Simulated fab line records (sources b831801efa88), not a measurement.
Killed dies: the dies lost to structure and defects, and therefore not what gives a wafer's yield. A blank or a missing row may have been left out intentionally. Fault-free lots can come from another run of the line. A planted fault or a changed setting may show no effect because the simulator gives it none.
Matching of chambers ; flow gf180mcu ; 3 sister chambers for GF_V3_CVD_00 on hdpcvd-02
The step deposits SiO2, target thk 600 nm, time 100 s. 15 wafers are shown with their chamber, then 7 later ones without.

## WAFERS WITH THEIR CHAMBER
wafer;chamber;sih4 flow sccm (sccm)
L256.1;1;60.04
L256.2;2;59.97
L256.5;2;59.85
L257.1;1;60.05
L257.4;2;59.90
L257.6;1;59.92
L258.1;0;60.23
L258.5;2;60.24
L261.2;0;60.11
L261.4;0;60.12
L268.2;2;59.84
L268.4;1;59.96
L268.5;2;59.94
L270.2;2;60.06
L270.4;0;59.85

SIGNATURES (means of the wafers above)
reading;chamber 0;chamber 1;chamber 2;scatter within a chamber
sih4 flow sccm;60.0775;59.9925;59.9714;0.132
Rule: a wafer lies at a distance from a chamber equal to the root of the sum of squares, over the readings, of (its reading less the chamber's mean, divided by the reading's scatter). If the next closest chamber is less than 2 further off than the closest, the wafer can't be placed; otherwise it belongs to the closest. The scatter: take each reading less its chamber's mean, square it, sum over the shown wafers, divide by the number of wafers less the number of chambers, and take the root.

## WAFERS MISSING THEIR CHAMBER
wafer;sih4 flow sccm (sccm)
L270.6;60.08
L271.1;59.82
L271.3;59.80
L271.4;59.77
L275.3;59.64
L275.5;60.04
L275.6;60.09

## WHICH CHAMBER EACH WENT THROUGH
wafer;from the rows above;in truth
L270.6;can't be placed: 0 or 1 or 2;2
L271.1;can't be placed: 2 or 1 or 0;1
L271.3;can't be placed: 2 or 1 or 0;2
L271.4;can't be placed: 2 or 1 or 0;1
L275.3;can't be placed: 2 or 1 or 0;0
L275.5;can't be placed: 0 or 1 or 2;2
L275.6;can't be placed: 0 or 1 or 2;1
0 of 7 placed correctly. Not placeable from these rows: 7 (in 7, the candidates include the true chamber). 0 placed wrongly.
